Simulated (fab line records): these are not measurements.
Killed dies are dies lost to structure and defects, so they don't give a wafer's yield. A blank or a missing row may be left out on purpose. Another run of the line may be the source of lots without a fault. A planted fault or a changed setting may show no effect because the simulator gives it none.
Code-filled problem report in 8D (eight disciplines) form    flow gf180mcu    the parts of the form that need people (team, actions taken, sign-off) are left out

1. THE ISSUE
Across 6 wafers from 2 lots, SALICIDE_TIN_RS at GF_SALICIDE_RS_MEAS_04 averages 11.84 ohm/sq, while fault-free wafers read 16.41 ohm/sq with a standard deviation of 0.27. Relative to the usual mean, that is a shift of -17 standard deviations.
The step: measures by four-point-probe.
First seen on wafer L345.1, day 22 16:13, on film-metro-01. The record holds 39 wafers of 13 lots with a number at this step. Rule for "out", or "out of limits": more than 4 standard deviations from the usual mean. All remaining wafers that have a number are taken as sound.

2. WHAT IT IS AND WHAT IT IS NOT
question                     is                            is not
which readings at this step  SALICIDE_TIN_RS               -
which lots                   L345, L346                    L326, L327, L328, L332, L335, L336, L337, L338, L339, L347, L348
which wafers of those lots   all that have a number        -
read on which gauges         film-metro-01, film-metro-02  film-metro-03
when                         from day 22 16:13             up to then (27 sound wafers); but 6 sound wafers of L347, L348 came after

3. SUSPECTS, AND WHAT RULES EACH OUT
Counting: a tool stays on the suspect list if, at a process step up to the reading, it processed all lots that are out and no sound lot following the first of them.
- ruled out: the gauge at GF_SALICIDE_RS_MEAS_04. The wafers that are out were read on 2 gauges (film-metro-01, film-metro-02).
- pvd-sputter-01 at GF_SALICIDE_SPUTTER_02 (material Co, target thk 10 nm, time 20 s): kept. It processed each lot that is out, first L345 at day 22 16:09, and no sound lot thereafter; up to then, the last sound lot it processed was L339 at day 20 05:51.
After counting, what remains is pvd-sputter-01 at GF_SALICIDE_SPUTTER_02.

4. THE CAUSE (what the simulator had put in)
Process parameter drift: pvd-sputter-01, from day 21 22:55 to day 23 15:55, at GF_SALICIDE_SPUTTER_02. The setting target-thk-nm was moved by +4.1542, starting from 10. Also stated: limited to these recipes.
After counting, this tool was the only one left.

5. THE CHAIN OF EFFECTS, in route order
One row per reading whose mean, taken over the struck wafers that have a number, lies over 3 standard deviations from the usual. Scope: only readings with a usual standard deviation given in the record; hours: median across lots of the time from each lot's start at the first step in this table that gives one to its start at this step; sigmas: change in usual standard deviations.
hours  step                    reading          usual         on struck wafers  change  sigmas
0      GF_SALICIDE_RS_MEAS_04  SALICIDE_TIN_RS  16.41 ohm/sq  11.84             -4.57   -17

6. WHAT WOULD HAVE CAUGHT IT SOONER
In this record the first reading out of limits at a measuring or inspecting step was taken at day 22 16:13, 17 hours after the fault began at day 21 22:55.
An alarm limit of 4 standard deviations would not have fired on the tool readings at GF_SALICIDE_SPUTTER_02 for which the record gives a usual standard deviation, since none of them was out on any struck wafer.
Of the lots that are out (2), L346 began GF_SALICIDE_SPUTTER_02 on pvd-sputter-01 after day 22 16:13. Putting the tool on hold at that point would have spared it.
